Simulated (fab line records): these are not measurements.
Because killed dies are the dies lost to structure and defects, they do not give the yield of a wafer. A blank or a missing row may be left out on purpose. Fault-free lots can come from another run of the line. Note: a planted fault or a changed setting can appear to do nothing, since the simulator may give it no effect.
8D (eight disciplines) problem report, filled in by code ; flow sfq-line ; the parts of the form that need people (team, actions taken, sign-off) are left out

1. PROBLEM STATEMENT
Wafers with no fault read 69.7 s with a standard deviation of 0.48, whereas run-length-s at SFQ_TRILAYER_M5_BARC_OPEN_METAL_ETCH_161 reads a mean of 82.5 s on 1 wafer of 1 lot. Relative to the usual mean, that is a shift of +27 standard deviations.
The step: etches BARC in O2, target depth 125 nm, time 41.7 s.
First seen on wafer L372.5, day 63 19:42, on rie-metal-04. Wafers with a number at this step in the record: 39, from 13 lots. Rule for "out", or "out of limits": more than 4 standard deviations from the usual mean. Any other wafer with a number is counted as sound.

2. WHAT IT IS; WHAT IT IS NOT
question;is;is not
which readings at this step;run-length-s, oes-product-au;drypump-motor-current-A
which lots;L372;L359, L360, L361, L362, L366, L367, L369, L370, L371, L374, L379, L381
which wafers of those lots;L372.5;L372.4, L372.6
read on which tools;rie-metal-04;rie-metal-01, rie-metal-03
when;from day 63 19:42;"up to then (29 sound wafers); but 9 sound wafers of L374, L379, L381 came after"

3. THE SUSPECTS, EACH WITH WHAT RULES IT OUT
Counting: a tool at a process step up to the reading stays a suspect if it ran every lot that is out. Sound lots after the first of them don't rule it out here, since some wafers of a struck lot are sound.
- rie-metal-02 at SFQ_TRILAYER_I2_VIA_STRIP_STRIP_071 (strips in O2): kept. The lot that is out, L372, ran on it at day 41 00:24; the last sound lot it ran before that was L371, at day 40 06:04.
- rie-diel-04 at SFQ_TRILAYER_I3_VIA_ETCH_VIA_ETCH_088 (etches SiO2 in CHF3, stops on Nb, target depth 260 nm): kept. The lot that is out, L372, ran on it at day 52 05:06; the last sound lot it ran before that was L359, at day 32 10:35.
- rie-metal-04 at SFQ_TRILAYER_M5_BARC_OPEN_METAL_ETCH_161 (etches BARC in O2, target depth 125 nm, time 41.7 s): kept. The lot that is out, L372, ran on it at day 63 19:42; the last sound lot it ran before that was L371, at day 63 17:28. Its own readings are out on those wafers: oes-product-au, run-length-s.
Left after counting: rie-metal-02 at SFQ_TRILAYER_I2_VIA_STRIP_STRIP_071, rie-diel-04 at SFQ_TRILAYER_I3_VIA_ETCH_VIA_ETCH_088, rie-metal-04 at SFQ_TRILAYER_M5_BARC_OPEN_METAL_ETCH_161.

4. THE CAUSE (what the simulator had put in)
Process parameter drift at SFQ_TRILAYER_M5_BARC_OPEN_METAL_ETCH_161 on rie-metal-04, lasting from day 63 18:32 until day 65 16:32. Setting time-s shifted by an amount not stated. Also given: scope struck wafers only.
This tool is one of the 3 suspects left after counting.

5. THE CHAIN OF EFFECTS, in route order
Each row: a reading where the mean over the struck wafers with a number is more than 3 standard deviations away from the usual. Scope: only readings with a usual standard deviation given in the record; hours: median across lots of the time from each lot's start at the first step in this table that gives one to its start at this step; sigmas: change in usual standard deviations.
hours;step;reading;usual;on struck wafers;change;sigmas
0;SFQ_TRILAYER_M5_BARC_OPEN_METAL_ETCH_161;oes-product-au;0.685 a.u.;0.619;-0.066;-15
0;SFQ_TRILAYER_M5_BARC_OPEN_METAL_ETCH_161;run-length-s;69.7 s;82.5;+12.8;+27
It contains these process steps:
- SFQ_TRILAYER_M5_BARC_OPEN_METAL_ETCH_161: etches BARC in O2, target depth 125 nm, time 41.7 s.

6. WHAT WOULD HAVE CAUGHT IT SOONER
In this record the first reading out of limits was taken at day 63 19:42, 1 hour after the fault began at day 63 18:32.
